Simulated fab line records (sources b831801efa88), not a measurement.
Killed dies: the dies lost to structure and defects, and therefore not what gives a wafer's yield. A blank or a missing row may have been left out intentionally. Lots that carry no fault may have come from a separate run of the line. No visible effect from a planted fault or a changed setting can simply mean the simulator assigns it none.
Split-lot trial :: flow sky130 :: 5 lots, 23 wafers read, on a route of 708 steps

## ABOUT THE SPLIT
At SKY_LI_CONTACT_HDPCVD_00 (deposits PSG, target thk 930 nm, time 155 s), the setting timeS was moved away from the recipe's 155 s on 8 of the 23 wafers read, by -11.0% to +14.5%. For the rest of the wafers, this setting stayed at what the recipe calls for.

There is no step in the file separating the split from the reading.

## THE READING
LI_CONTACT_HDPCVD_THK (nm), taken at SKY_LI_CONTACT_THK_MEAS_01. Fault-free wafers of this fab line usually give 930 nm, standard deviation 7.9 nm.

wafer: L075.1
tool, chamber at the split: hdpcvd-01, 0
timeS as run, s: 155
against the recipe: recipe
LI_CONTACT_HDPCVD_THK, nm: 944
against lot-mates on the recipe: -

wafer: L075.2
tool, chamber at the split: hdpcvd-01, 1
timeS as run, s: 138
against the recipe: -11.0%
LI_CONTACT_HDPCVD_THK, nm: 822
against lot-mates on the recipe: -117

wafer: L075.4
tool, chamber at the split: hdpcvd-01, 1
timeS as run, s: 155
against the recipe: recipe
LI_CONTACT_HDPCVD_THK, nm: 927
against lot-mates on the recipe: -

wafer: L075.5
tool, chamber at the split: hdpcvd-01, 0
timeS as run, s: 155
against the recipe: recipe
LI_CONTACT_HDPCVD_THK, nm: 945
against lot-mates on the recipe: -

wafer: L075.6
tool, chamber at the split: hdpcvd-01, 2
timeS as run, s: 138
against the recipe: -11.0%
LI_CONTACT_HDPCVD_THK, nm: 846
against lot-mates on the recipe: -93

wafer: L076.2
tool, chamber at the split: hdpcvd-02, 0
timeS as run, s: 155
against the recipe: recipe
LI_CONTACT_HDPCVD_THK, nm: 934
against lot-mates on the recipe: -

wafer: L076.5
tool, chamber at the split: hdpcvd-02, 1
timeS as run, s: 155
against the recipe: recipe
LI_CONTACT_HDPCVD_THK, nm: 931
against lot-mates on the recipe: -

wafer: L076.6
tool, chamber at the split: hdpcvd-02, 2
timeS as run, s: 155
against the recipe: recipe
LI_CONTACT_HDPCVD_THK, nm: 928
against lot-mates on the recipe: -

wafer: L081.1
tool, chamber at the split: hdpcvd-02, 1
timeS as run, s: 177.4
against the recipe: +14.5%
LI_CONTACT_HDPCVD_THK, nm: 1060
against lot-mates on the recipe: +133

wafer: L081.2
tool, chamber at the split: hdpcvd-02, 0
timeS as run, s: 155
against the recipe: recipe
LI_CONTACT_HDPCVD_THK, nm: 930
against lot-mates on the recipe: -

wafer: L081.3
tool, chamber at the split: hdpcvd-02, 2
timeS as run, s: 155
against the recipe: recipe
LI_CONTACT_HDPCVD_THK, nm: 924
against lot-mates on the recipe: -

wafer: L081.4
tool, chamber at the split: hdpcvd-02, 2
timeS as run, s: 177.4
against the recipe: +14.5%
LI_CONTACT_HDPCVD_THK, nm: 1062
against lot-mates on the recipe: +135

wafer: L081.5
tool, chamber at the split: hdpcvd-02, 1
timeS as run, s: 177.4
against the recipe: +14.5%
LI_CONTACT_HDPCVD_THK, nm: 1058
against lot-mates on the recipe: +131

wafer: L083.1
tool, chamber at the split: hdpcvd-02, 1
timeS as run, s: 155
against the recipe: recipe
LI_CONTACT_HDPCVD_THK, nm: 927
against lot-mates on the recipe: -

wafer: L083.2
tool, chamber at the split: hdpcvd-02, 0
timeS as run, s: 170.1
against the recipe: +9.7%
LI_CONTACT_HDPCVD_THK, nm: 1033
against lot-mates on the recipe: +102

wafer: L083.3
tool, chamber at the split: hdpcvd-02, 2
timeS as run, s: 170.1
against the recipe: +9.7%
LI_CONTACT_HDPCVD_THK, nm: 1017
against lot-mates on the recipe: +86

wafer: L083.4
tool, chamber at the split: hdpcvd-02, 0
timeS as run, s: 155
against the recipe: recipe
LI_CONTACT_HDPCVD_THK, nm: 936
against lot-mates on the recipe: -

wafer: L083.6
tool, chamber at the split: hdpcvd-02, 1
timeS as run, s: 170.1
against the recipe: +9.7%
LI_CONTACT_HDPCVD_THK, nm: 1019
against lot-mates on the recipe: +88

wafer: L085.1
tool, chamber at the split: hdpcvd-01, 2
timeS as run, s: 155
against the recipe: recipe
LI_CONTACT_HDPCVD_THK, nm: 932
against lot-mates on the recipe: -

wafer: L085.3
tool, chamber at the split: hdpcvd-01, 0
timeS as run, s: 155
against the recipe: recipe
LI_CONTACT_HDPCVD_THK, nm: 937
against lot-mates on the recipe: -

wafer: L085.4
tool, chamber at the split: hdpcvd-01, 1
timeS as run, s: 155
against the recipe: recipe
LI_CONTACT_HDPCVD_THK, nm: 924
against lot-mates on the recipe: -

wafer: L085.5
tool, chamber at the split: hdpcvd-01, 0
timeS as run, s: 155
against the recipe: recipe
LI_CONTACT_HDPCVD_THK, nm: 934
against lot-mates on the recipe: -

wafer: L085.6
tool, chamber at the split: hdpcvd-01, 2
timeS as run, s: 155
against the recipe: recipe
LI_CONTACT_HDPCVD_THK, nm: 924
against lot-mates on the recipe: -

THE FIT
A straight line over all 23 wafers: LI_CONTACT_HDPCVD_THK changes by +8.99 nm for each +1% of timeS; r = +0.99; the points scatter about the line by 7.3 nm.
The same after taking each lot's own level away (the mean of its wafers on the recipe; 23 wafers): +9.34 nm for each +1%; r = +1.00; scatter 6.5 nm.
On that fit, the largest move of timeS shifts the reading by 1.3e+02 nm.
The span of the lots' own levels, 927.0 to 938.7 nm, comes to 1.5 times the standard deviation stated above.
So the lot-to-lot level changes the slope little: the two slopes agree.
Check: with one of the wafers moved furthest among these (+14.5%) left out of the fit, the line predicts +135 nm for it against its lot-mates. Against them it came out at +133 nm.

## FURTHER SPLITS ON THESE WAFERS
These wafers also went through other splits before the reading. Each is held against what the fit with the lots' levels taken away leaves over:
other split on the same wafers: SKY_POLY_CUT_COAT_02 resistThkNm
wafers away from the commonest value: 7
r with LI_CONTACT_HDPCVD_THK (lot level and that fit taken away): -0.08

other split on the same wafers: SKY_POLY_CUT_ETCH_10 biasW
wafers away from the commonest value: 11
r with LI_CONTACT_HDPCVD_THK (lot level and that fit taken away): -0.03

other split on the same wafers: SKY_SD_P_DEVELOP_06 devTempC
wafers away from the commonest value: 10
r with LI_CONTACT_HDPCVD_THK (lot level and that fit taken away): -0.21

other split on the same wafers: SKY_SD_N_DEVELOP_06 devTempC
wafers away from the commonest value: 9
r with LI_CONTACT_HDPCVD_THK (lot level and that fit taken away): -0.27

other split on the same wafers: SKY_SD_N_IMPLANT_10 energyKev
wafers away from the commonest value: 10
r with LI_CONTACT_HDPCVD_THK (lot level and that fit taken away): +0.26

## THE WHOLE CHAIN: every reading that the file lists as answering this split, in the file's order
step: SKY_LI_CONTACT_HDPCVD_00
what it does: deposits PSG, target thk 930 nm, time 155 s
reading: PSG_of_LI_CONTACT_HDPCVD_00.thkNm (the simulator's own value, which no gauge read)
change (the file's fit): +9.36 nm for each +1% of the setting
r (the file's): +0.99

step: SKY_LI_CONTACT_THK_MEAS_01
what it does: 
reading: LI_CONTACT_HDPCVD_THK
change (the file's fit): +9.32 for each +1% of the setting
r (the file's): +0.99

step: SKY_LI_CONTACT_CMP_02
what it does: polishes PSG
reading: timeToEndpointS
change (the file's fit): withheld for each +1% of the setting
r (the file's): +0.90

## THE FILE'S OWN FIT
LI_CONTACT_HDPCVD_THK changes by +9.32 nm for each +1% of timeS, r = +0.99.
